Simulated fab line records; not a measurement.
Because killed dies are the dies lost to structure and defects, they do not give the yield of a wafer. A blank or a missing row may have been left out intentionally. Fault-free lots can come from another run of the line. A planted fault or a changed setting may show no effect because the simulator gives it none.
What tool caused it? -- flow gf180mcu -- Sampling: 24 lots, 72 wafers, 2 of 602 route steps

WHAT EACH GAUGE READ, for each wafer
GF_V4_THK_MEAS_03. Usual: for V4_CVD_02_THK the level is 850 nm and the standard deviation is 12.
lot,measured,on,V4_CVD_02_THK (nm),flag
L074,day 23 00:55,film-metro-04,835 845 852,
L075,day 23 16:47,film-metro-01,840 834 841,
L076,day 23 18:34,film-metro-04,816 828 834,
L077,day 24 06:08,film-metro-01,848 874 864,
L078,day 24 16:33,film-metro-04,853 857 874,
L079,day 25 01:16,film-metro-04,831 857 851,
L080,day 25 06:08,film-metro-01,852 881 870,
L081,day 25 21:35,film-metro-01,841 849 853,
L082,day 25 22:14,film-metro-01,845 850 855,
L083,day 26 12:08,film-metro-04,844 839 855,
L084,day 26 17:50,film-metro-04,832 850 849,
L085,day 27 07:16,film-metro-04,852 856 869,
L086,day 27 08:24,film-metro-01,852 858 867,
L087,day 27 20:56,film-metro-01,851 856 881,
L088,day 28 03:14,film-metro-04,837 831 840,
L089,day 28 13:20,film-metro-03,857 865 855,
L090,day 29 03:17,film-metro-04,845 848 856,
L091,day 29 11:55,film-metro-03,844 851 844,
L092,day 29 17:38,film-metro-01,840 853 856,
L093,day 29 19:35,film-metro-01,848 853 846,
L094,day 29 22:59,film-metro-01,845 853 862,
L095,day 30 01:55,film-metro-04,859 856 846,
L096,day 30 08:59,film-metro-04,863 857 847,
L097,day 30 17:58,film-metro-04,852 830 862,

GF_M5_CD_MEAS_07: the cd target is 280 nm. Usual: cd-nm at 280.3 nm, with a standard deviation of 1.3.
lot,measured,on,cd-nm (nm),flag
L074,day 25 20:22,cd-sem-01,283.5 282.6 283.1,
L075,day 26 10:46,cd-sem-01,280.1 280.6 279.3,
L076,day 26 13:32,cd-sem-02,280.8 279.3 279.7,
L077,day 27 00:32,cd-sem-01,281.3 280.9 281.8,
L078,day 27 09:26,cd-sem-01,280.9 280.3 280.0,
L079,day 27 18:41,cd-sem-01,279.1 279.7 279.5,
L080,day 27 23:14,cd-sem-02,279.9 280.0 278.9,
L081,day 28 12:31,cd-sem-01,281.0 280.8 281.1,
L082,day 28 13:23,cd-sem-02,279.6 281.1 281.5,
L083,day 29 02:16,cd-sem-02,279.4 279.1 280.0,
L084,day 29 06:29,cd-sem-01,280.0 277.8 279.5,
L085,day 29 19:38,cd-sem-02,279.6 281.1 281.0,
L086,day 29 20:07,cd-sem-01,278.1 278.1 277.8,
L087,day 30 07:20,cd-sem-01,277.1 278.8 278.8,
L088,day 30 13:56,cd-sem-01,279.9 280.8 280.1,
L089,day 30 22:49,cd-sem-01,281.5 283.1 282.5,
L090,day 31 12:05,cd-sem-01,280.8 280.6 280.8,
L091,day 31 19:19,cd-sem-02,280.7 280.3 281.7,
L092,day 32 00:40,cd-sem-01,280.6 279.8 280.8,
L093,day 32 02:35,cd-sem-01,280.3 280.8 281.6,
L094,day 32 05:34,cd-sem-01,281.3 282.1 280.5,
L095,day 32 09:07,cd-sem-02,279.3 278.9 278.2,
L096,day 32 14:34,cd-sem-02,280.1 279.1 278.5,
L097,day 32 23:11,cd-sem-02,280.2 280.2 279.0,

WHICH TOOL RAN EACH LOT (tool, then ch and the chambers of the sampled wafers, then the start)
The record shows no process step preceding these readings.

WHAT THE TOOLS THEMSELVES READ (means of the sampled wafers that have a number; where no wafer has one, the mark that the record gives instead)
The record holds no such reading with a usual standard deviation.

THE ANSWER, worked out from the rows above alone
Rule: take the mean of a lot's wafers that have a number; if it is more than 3 standard deviations from the usual mean, the lot is off. A lot without any number at a reading at which 4 lots or more have one is off too. Any other lot the step has rows for is counted as sound. Order of review: gauges by route order, followed by the tools' own readings, for which a lot's mean as printed above is used. At the first step where some lot is off, the reading lying furthest off is the one used; lots without a number count as furthest.
No lot is off on any of the readings shown, so nothing can be concluded from this.

WHAT THE SIMULATOR PUT IN
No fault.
